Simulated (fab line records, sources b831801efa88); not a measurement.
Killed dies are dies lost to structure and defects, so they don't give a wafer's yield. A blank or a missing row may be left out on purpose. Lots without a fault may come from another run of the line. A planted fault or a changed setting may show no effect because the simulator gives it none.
Chamber matching | flow sky130 | SKY_VIA4_CMP_21 on cmp-01: 4 sister chambers
The step polishes, stops on SiO2, t overpolish 25 s, target thk 0 nm. 8 wafers are shown with their chamber, then 11 later ones without.

WAFERS WITH THEIR CHAMBER
wafer  | chamber | motor_current_A (A) | time_to_endpoint_s (s)
L081.6 | 2       | 13.8                | 123
L083.2 | 1       | 11.4                | 121
L084.1 | 1       | 11.2                | 120
L084.2 | 0       | 11.8                | 125
L087.2 | 0       | 11.4                | 118
L087.4 | 3       | 10.2                | 120
L087.6 | 2       | 14.0                | 125
L093.3 | 3       | 10.4                | 121

WAFERS WITHOUT THEIR CHAMBER
wafer  | motor_current_A (A) | time_to_endpoint_s (s)
L093.4 | 13.5                | 120
L093.5 | 10.9                | 122
L094.3 | 11.4                | 123
L094.4 | 11.3                | 126
L094.6 | 11.7                | 126
L095.1 | 10.0                | 121
L095.5 | 11.5                | 121
L095.6 | 10.6                | 126
L097.1 | 10.6                | 125
L097.5 | 11.4                | 123
L097.6 | 13.0                | 123

WHICH CHAMBER EACH WENT THROUGH
wafer  | from the rows above          | in truth
L093.4 | 2                            | 2
L093.5 | can't be placed: 1 or 3 or 0 | 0
L094.3 | can't be placed: 1 or 0      | 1
L094.4 | can't be placed: 1 or 0      | 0
L094.6 | can't be placed: 0 or 1      | 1
L095.1 | 3                            | 3
L095.5 | can't be placed: 0 or 1      | 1
L095.6 | can't be placed: 3 or 1      | 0
L097.1 | can't be placed: 3 or 1      | 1
L097.5 | can't be placed: 1 or 0      | 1
L097.6 | 2                            | 2
Placed correctly: 3 of 11. Can't be placed from these rows: 8 (the true chamber is among the candidates in 7). Placed wrongly: 0.
How it was worked out, from the rows above alone: a wafer's distance from a chamber is the root of the sum, over the readings, of the square of ((its reading less the chamber's mean) divided by the reading's scatter). The wafer belongs to the nearest chamber; if the next one is less than 2 further off, it can't be placed. A chamber's mean is the mean of its shown wafers. The scatter: the root of (the sum of the squares of (reading less its chamber's mean) over the shown wafers, divided by (wafers less chambers)).
